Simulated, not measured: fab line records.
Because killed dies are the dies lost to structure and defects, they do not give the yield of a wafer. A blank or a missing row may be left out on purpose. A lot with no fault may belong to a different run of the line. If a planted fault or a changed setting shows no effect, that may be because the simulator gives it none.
Which tool is to blame? -- flow gf180mcu -- Sampling: 13 lots, 39 wafers, 2 of 602 route steps

== WHAT THE GAUGES READ, wafer by wafer ==
GF_M3_OVL_MEAS_15. Usual: M3_OVL typically reads -3 nm, with standard deviation 5.5.
lot,measured,on,M3_OVL (nm),flag
L879,day 22 09:08,overlay-01,-14 -7 -15,
L880,day 22 21:04,overlay-02,-1 2 0,
L883,day 23 15:01,overlay-02,-10 -4 -2,
L884,day 23 16:54,overlay-02,0 6 9,
L885,day 24 05:09,overlay-02,-7 -3 0,
L890,day 25 13:51,overlay-02,-2 -4 -3,
L893,day 26 14:01,overlay-01,-6 -10 1,
L894,day 26 18:24,overlay-01,-10 -5 1,
L895,day 27 01:04,overlay-02,-1 0 1,
L896,day 27 13:19,overlay-01,-5 -1 -10,
L898,day 28 02:22,overlay-01,2 3 3,
L900,day 28 13:12,overlay-02,-2 3 -2,
L901,day 28 18:10,overlay-02,-10 4 0,

== WHAT TOOL EACH LOT RAN ON (gives the tool, then ch and the chambers of the sampled wafers, and finally the start) ==
lot,GF_M3_SPUTTER_00
L879,"pvd sputter-02, day 21 09:32"
L880,"pvd sputter-01, day 21 21:53"
L883,"pvd sputter-02, day 22 15:57"
L884,"pvd sputter-02, day 22 17:15"
L885,"pvd sputter-02, day 23 06:20"
L890,"pvd sputter-04, day 24 16:11"
L893,"pvd sputter-02, day 25 16:24"
L894,"pvd sputter-01, day 25 21:22"
L895,"pvd sputter-04, day 26 04:09"
L896,"pvd sputter-01, day 26 17:08"
L898,"pvd sputter-01, day 27 07:06"
L900,"pvd sputter-04, day 27 17:53"
L901,"pvd sputter-02, day 27 22:21"
- GF_M3_SPUTTER_00: material Ti, target thk 37.5 nm, time 150 s.

== WHAT THE TOOLS THEMSELVES READ (means of the sampled wafers that have a number; where no wafer has one, the mark that the record gives instead) ==
GF_M3_SPUTTER_00. Usual: throttle valve pct 30.3 %, standard deviation 1.1.
lot,tool,throttle valve pct (%),flag
L879,pvd sputter-02,28.9,
L880,pvd sputter-01,30.7,
L883,pvd sputter-02,30.3,
L884,pvd sputter-02,30.9,
L885,pvd sputter-02,30.6,
L890,pvd sputter-04,31.3,
L893,pvd sputter-02,30.0,
L894,pvd sputter-01,30.0,
L895,pvd sputter-04,31.3,
L896,pvd sputter-01,29.7,
L898,pvd sputter-01,30.8,
L900,pvd sputter-04,31.0,
L901,pvd sputter-02,30.0,

== THE ANSWER, worked out from the rows above alone ==
Rule: take the mean of a lot's wafers that have a number; if it is more than 3 standard deviations from the usual mean, the lot is off. Also off: a lot with no number at a reading for which 4 or more lots have one. Any other lot the step has rows for is counted as sound. First the gauges in route order, then the tools' own readings, where a lot's mean is used as printed above. The first step at which some lot is off is used, and at that step the reading that is off furthest; a lot without a number counts as furthest.
No lot is off on any of the readings shown, so nothing can be concluded from this.

== WHAT HAD BEEN PUT IN BY THE SIMULATOR ==
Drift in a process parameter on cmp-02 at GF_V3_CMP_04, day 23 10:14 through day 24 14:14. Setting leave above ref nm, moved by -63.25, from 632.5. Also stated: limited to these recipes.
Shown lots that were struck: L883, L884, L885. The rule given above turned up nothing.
